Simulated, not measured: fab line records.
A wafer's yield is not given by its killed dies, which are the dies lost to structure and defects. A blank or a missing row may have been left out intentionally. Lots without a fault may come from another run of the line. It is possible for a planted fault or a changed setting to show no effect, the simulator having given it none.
The tool behind it: which one? ; flow gf180mcu ; 42 wafers from 14 lots sampled at 4 of the route's 602 steps

WHAT THE GAUGES SHOWED, per wafer
GF_STI_THK_MEAS_04.
lot;measured;on;STI_CVD_03_THK (nm)
L202;day 1 14:08;filmMetro-02;210.5 210.1 210.5
L203;day 1 19:11;filmMetro-02;207.0 206.3 207.7
L204;day 1 23:35;filmMetro-04;207.5 208.5 206.2
L205;day 2 04:36;filmMetro-02;207.6 206.9 206.8
L208;day 2 19:34;filmMetro-04;211.0 210.2 209.4
L209;day 3 00:34;filmMetro-04;206.9 207.5 208.9
L212;day 3 15:40;filmMetro-04;207.8 206.5 207.9
L213;day 3 21:01;filmMetro-01;205.6 205.8 206.3
L214;day 4 02:08;filmMetro-01;212.4 212.5 212.0
L215;day 4 08:02;filmMetro-01;207.2 207.9 208.2
L216;day 4 12:13;filmMetro-02;208.4 208.6 205.8
L217;day 4 17:12;filmMetro-01;210.6 209.1 207.7
L218;day 4 21:34;filmMetro-02;210.0 208.9 207.3
L225;day 6 09:16;filmMetro-02;209.1 207.4 208.2

GF_STI_CD_MEAS_12 targets a cd of 220 nm.
lot;measured;on;cdNm (nm)
L202;day 2 01:26;cdSem-01;218.2 219.3 219.3
L203;day 2 06:50;cdSem-02;218.6 218.2 218.5
L204;day 2 10:56;cdSem-02;219.7 219.5 219.0
L205;day 2 16:52;cdSem-02;218.1 217.3 217.5
L208;day 3 08:05;cdSem-02;219.6 219.5 220.1
L209;day 3 12:57;cdSem-01;218.8 216.8 218.2
L212;day 4 04:10;cdSem-01;217.2 218.6 219.2
L213;day 4 10:22;cdSem-01;220.0 220.3 220.2
L214;day 4 15:13;cdSem-02;221.7 221.0 221.6
L215;day 4 21:40;cdSem-02;221.1 220.7 221.0
L216;day 5 01:07;cdSem-02;220.8 220.8 220.4
L217;day 5 07:13;cdSem-01;131.3 218.1 132.4
L218;day 5 11:27;cdSem-01;131.4 218.2 219.2
L225;day 7 00:52;cdSem-02;219.5 218.8 219.7

GF_NSD_TW_MEAS_12.
lot;measured;on;NSD_TW
L202;day 13 12:08;filmMetro-02;4197 4208 4232
L203;day 13 21:11;filmMetro-03;4234 4227 4246
L204;day 13 23:49;filmMetro-02;4197 4192 4208
L205;day 14 14:15;filmMetro-01;4272 4277 4281
L208;day 15 13:23;filmMetro-02;4216 4210 4220
L209;day 16 05:04;filmMetro-03;4222 4197 4216
L212;day 16 21:20;filmMetro-02;4206 4204 4213
L213;day 17 01:49;filmMetro-03;4256 4227 4238
L214;day 17 14:46;filmMetro-01;4280 4284 4283
L215;day 17 22:37;filmMetro-03;4215 4183 4202
L216;day 18 02:22;filmMetro-02;4199 4193 4203
L217;day 18 13:19;filmMetro-01;4254
L218;day 18 16:23;filmMetro-02;4216 4202
L225;day 21 06:28;filmMetro-02;4228 4213 4211

WHAT TOOL EACH LOT RAN ON (gives the tool, then ch and the chambers of the sampled wafers, and finally the start)
lot;GF_STI_EXPOSE_09
L202;krfScanner-01 ch 0, day 1 19:43
L203;krfScanner-02 ch 0, day 2 00:54
L204;krfScanner-01 ch 0, day 2 05:22
L205;krfScanner-01 ch 0, day 2 10:49
L208;krfScanner-02 ch 0, day 3 02:01
L209;krfScanner-02 ch 0, day 3 06:43
L212;krfScanner-02 ch 0, day 3 21:58
L213;krfScanner-01 ch 0, day 4 03:54
L214;krfScanner-01 ch 0, day 4 08:48
L215;krfScanner-02 ch 0, day 4 14:55
L216;krfScanner-02 ch 0, day 4 18:37
L217;krfScanner-02 ch 0, day 5 00:21
L218;krfScanner-02 ch 0, day 5 04:48
L225;krfScanner-01 ch 0, day 6 17:40
- GF_STI_EXPOSE_09: exposes mask COMP, target cd 220 nm.

WHAT THE TOOLS THEMSELVES READ (means of the sampled wafers that have a number; where no wafer has one, the mark that the record gives instead)
GF_STI_EXPOSE_09.
lot;tool;focusOffsetNm (nm)
L202;krfScanner-01;0.4
L203;krfScanner-02;0.0
L204;krfScanner-01;0.1
L205;krfScanner-01;0.0
L208;krfScanner-02;-0.1
L209;krfScanner-02;-0.1
L212;krfScanner-02;0.1
L213;krfScanner-01;0.1
L214;krfScanner-01;-0.1
L215;krfScanner-02;0.3
L216;krfScanner-02;0.3
L217;krfScanner-02;-0.1
L218;krfScanner-02;-0.5
L225;krfScanner-01;0.0

THE ANSWER, worked out from the rows above alone
Rule: the lots themselves supply what counts as usual. Put in order of their means at a reading, lots are off if they are a third of the lots or fewer, leave a main group of 4 or more, and stand apart from it by a gap of 3 or more times the standard deviation of the main group's means; of several such gaps the widest counts. A main group is skipped when, at the precision printed for the reading in the tables above, its means are all equal. A lot without any number at a reading at which 4 lots or more have one is off too. Any other lot the step has rows for is counted as sound. The gauges are gone through in route order, then the tools' own readings, and for those a lot's mean is taken as printed above. At the first step where some lot is off, the reading lying furthest off is the one used; lots without a number count as furthest.
Off: L217, L218, at GF_STI_CD_MEAS_12 (cdNm). Mean 219.4 nm and standard deviation 1.2 in the main group.
If a tool, at a process step before that reading, ran all the lots that are off and no sound lot after the first of them, it fits. Those tools and the gauges at GF_STI_CD_MEAS_12 are tried in the same way. 2 tools fit, krfScanner-02 at GF_STI_EXPOSE_09 and cdSem-01 at GF_STI_CD_MEAS_12, so this cannot tell which one it is.

WHAT HAD BEEN PUT IN BY THE SIMULATOR
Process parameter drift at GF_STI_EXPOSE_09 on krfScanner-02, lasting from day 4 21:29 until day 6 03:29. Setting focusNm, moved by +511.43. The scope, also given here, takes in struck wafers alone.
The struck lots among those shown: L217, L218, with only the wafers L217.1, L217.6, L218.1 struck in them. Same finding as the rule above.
